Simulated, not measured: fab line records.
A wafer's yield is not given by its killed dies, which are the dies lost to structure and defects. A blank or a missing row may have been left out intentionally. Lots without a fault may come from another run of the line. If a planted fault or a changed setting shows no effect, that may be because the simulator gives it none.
What tool caused it? :: flow sky130 :: 33 wafers from 11 lots sampled at 4 of the route's 708 steps

== WHAT THE GAUGES SHOWED, per wafer ==
SKY_VIA3_CD_MEAS_12: target cd 200 nm. Usual: cd-nm 200.3 nm, standard deviation 1.3.
lot: L521
measured: day 39 07:08
on: cd-sem-01
cd-nm (nm): 200.3 200.9 199.8
flag: 

lot: L522
measured: day 39 15:30
on: cd-sem-01
cd-nm (nm): 199.2 198.5 200.5
flag: 

lot: L523
measured: day 39 22:13
on: cd-sem-01
cd-nm (nm): 199.3 199.6 199.9
flag: 

lot: L525
measured: day 40 10:58
on: cd-sem-01
cd-nm (nm): 201.2 200.7 202.7
flag: 

lot: L526
measured: day 42 04:02
on: cd-sem-02
cd-nm (nm): 199.5 201.6 199.2
flag: 

lot: L531
measured: day 42 09:06
on: cd-sem-02
cd-nm (nm): 198.7 201.4 199.4
flag: 

lot: L530
measured: day 42 14:03
on: cd-sem-02
cd-nm (nm): 201.5 201.2 201.0
flag: 

lot: L533
measured: day 43 02:50
on: cd-sem-01
cd-nm (nm): 199.0 200.4 200.7
flag: 

lot: L535
measured: day 44 00:16
on: cd-sem-01
cd-nm (nm): 200.7 199.9 201.2
flag: 

lot: L536
measured: day 44 14:41
on: cd-sem-01
cd-nm (nm): 202.3 200.3 202.3
flag: 

lot: L543
measured: day 46 04:03
on: cd-sem-02
cd-nm (nm): 201.7 202.8 202.6
flag: 

SKY_VIA3_THK_MEAS_23: measures by xrf. Usual: VIA3_W_THK gives 389 nm (standard deviation 6.6).
lot: L521
measured: day 39 08:17
on: film-metro-03
VIA3_W_THK (nm): 396 399 394
flag: 

lot: L522
measured: day 39 16:38
on: film-metro-02
VIA3_W_THK (nm): 383 382 384
flag: 

lot: L523
measured: day 39 23:23
on: film-metro-02
VIA3_W_THK (nm): 376 383 378
flag: 

lot: L525
measured: day 40 12:08
on: film-metro-04
VIA3_W_THK (nm): 388 387 383
flag: 

lot: L526
measured: day 42 05:14
on: film-metro-02
VIA3_W_THK (nm): 391 387 390
flag: 

lot: L531
measured: day 42 10:17
on: film-metro-04
VIA3_W_THK (nm): 391 389 392
flag: 

lot: L530
measured: day 42 15:12
on: film-metro-04
VIA3_W_THK (nm): 386 385 390
flag: 

lot: L533
measured: day 43 04:01
on: film-metro-02
VIA3_W_THK (nm): 384 382 385
flag: 

lot: L535
measured: day 44 01:25
on: film-metro-04
VIA3_W_THK (nm): 391 391 391
flag: 

lot: L536
measured: day 44 15:50
on: film-metro-03
VIA3_W_THK (nm): 385 392 393
flag: 

lot: L543
measured: day 46 05:19
on: film-metro-03
VIA3_W_THK (nm): 401 402 408
flag: 

SKY_METAL4_OVL_MEAS_14. Usual: METAL4_OVL gives 1 nm (standard deviation 5.1).
lot: L521
measured: day 41 09:17
on: overlay-01
METAL4_OVL (nm): 2 7 1
flag: 

lot: L522
measured: day 41 15:41
on: overlay-01
METAL4_OVL (nm): -1 -6 3
flag: 

lot: L523
measured: day 42 01:56
on: overlay-02
METAL4_OVL (nm): -1 0 3
flag: 

lot: L525
measured: day 42 13:07
on: overlay-01
METAL4_OVL (nm): -5 -8 -5
flag: 

lot: L526
measured: day 44 05:32
on: overlay-02
METAL4_OVL (nm): 6 -2 -4
flag: 

lot: L531
measured: day 44 08:47
on: overlay-01
METAL4_OVL (nm): 8 9 -2
flag: 

lot: L530
measured: day 44 12:28
on: overlay-01
METAL4_OVL (nm): 9 6 5
flag: 

lot: L533
measured: day 45 00:29
on: overlay-01
METAL4_OVL (nm): 3 1 10
flag: 

lot: L535
measured: day 45 22:17
on: overlay-02
METAL4_OVL (nm): 7 5 1
flag: 

lot: L536
measured: day 46 11:05
on: overlay-02
METAL4_OVL (nm): 0 3 -3
flag: 

lot: L543
measured: day 47 23:38
on: overlay-01
METAL4_OVL (nm): 1 3 2
flag: 

== TOOL THAT RAN EACH LOT (tool first, then ch and the chambers of the sampled wafers, then the start) ==
lot: L521
SKY_METAL4_SPUTTER_02: pvd-sputter-04, day 39 08:41

lot: L522
SKY_METAL4_SPUTTER_02: pvd-sputter-04, day 39 17:01

lot: L523
SKY_METAL4_SPUTTER_02: pvd-sputter-02, day 39 23:47

lot: L525
SKY_METAL4_SPUTTER_02: pvd-sputter-03, day 40 12:32

lot: L526
SKY_METAL4_SPUTTER_02: pvd-sputter-02, day 42 08:32

lot: L531
SKY_METAL4_SPUTTER_02: pvd-sputter-04, day 42 11:31

lot: L530
SKY_METAL4_SPUTTER_02: pvd-sputter-02, day 42 15:38

lot: L533
SKY_METAL4_SPUTTER_02: pvd-sputter-04, day 43 04:26

lot: L535
SKY_METAL4_SPUTTER_02: pvd-sputter-04, day 44 01:49

lot: L536
SKY_METAL4_SPUTTER_02: pvd-sputter-04, day 44 16:14

lot: L543
SKY_METAL4_SPUTTER_02: pvd-sputter-03, day 46 06:00
- SKY_METAL4_SPUTTER_02: material AlCu, target thk 735 nm, time 39.1 s.

== AS READ BY THE TOOLS THEMSELVES (means over the sampled wafers that have a number; for cases with no such wafer, the mark the record gives instead) ==
SKY_METAL4_SPUTTER_02. Usual: throttle-valve-pct 29.7 %, standard deviation 1.5.
lot: L521
tool: pvd-sputter-04
throttle-valve-pct (%): 30.3
flag: 

lot: L522
tool: pvd-sputter-04
throttle-valve-pct (%): 29.5
flag: 

lot: L523
tool: pvd-sputter-02
throttle-valve-pct (%): 29.6
flag: 

lot: L525
tool: pvd-sputter-03
throttle-valve-pct (%): 29.7
flag: 

lot: L526
tool: pvd-sputter-02
throttle-valve-pct (%): 29.7
flag: 

lot: L531
tool: pvd-sputter-04
throttle-valve-pct (%): 29.1
flag: 

lot: L530
tool: pvd-sputter-02
throttle-valve-pct (%): 29.6
flag: 

lot: L533
tool: pvd-sputter-04
throttle-valve-pct (%): 30.5
flag: 

lot: L535
tool: pvd-sputter-04
throttle-valve-pct (%): 30.4
flag: 

lot: L536
tool: pvd-sputter-04
throttle-valve-pct (%): 30.4
flag: 

lot: L543
tool: pvd-sputter-03
throttle-valve-pct (%): 29.8
flag: 

== THE ANSWER, worked out from the rows above alone ==
Rule: lot off if the mean of its wafers having a number is beyond 3 standard deviations from the usual mean. A lot without any number at a reading at which 4 lots or more have one is off too. Any other lot the step has rows for is counted as sound. After the gauges, taken in route order, come the tools' own readings; for these a lot's mean is taken, as printed above. At the first step where some lot is off, the reading lying furthest off is the one used; lots without a number count as furthest.
No lot is off at any reading shown: from this, nothing can be told.

== WHAT WAS PUT IN BY THE SIMULATOR ==
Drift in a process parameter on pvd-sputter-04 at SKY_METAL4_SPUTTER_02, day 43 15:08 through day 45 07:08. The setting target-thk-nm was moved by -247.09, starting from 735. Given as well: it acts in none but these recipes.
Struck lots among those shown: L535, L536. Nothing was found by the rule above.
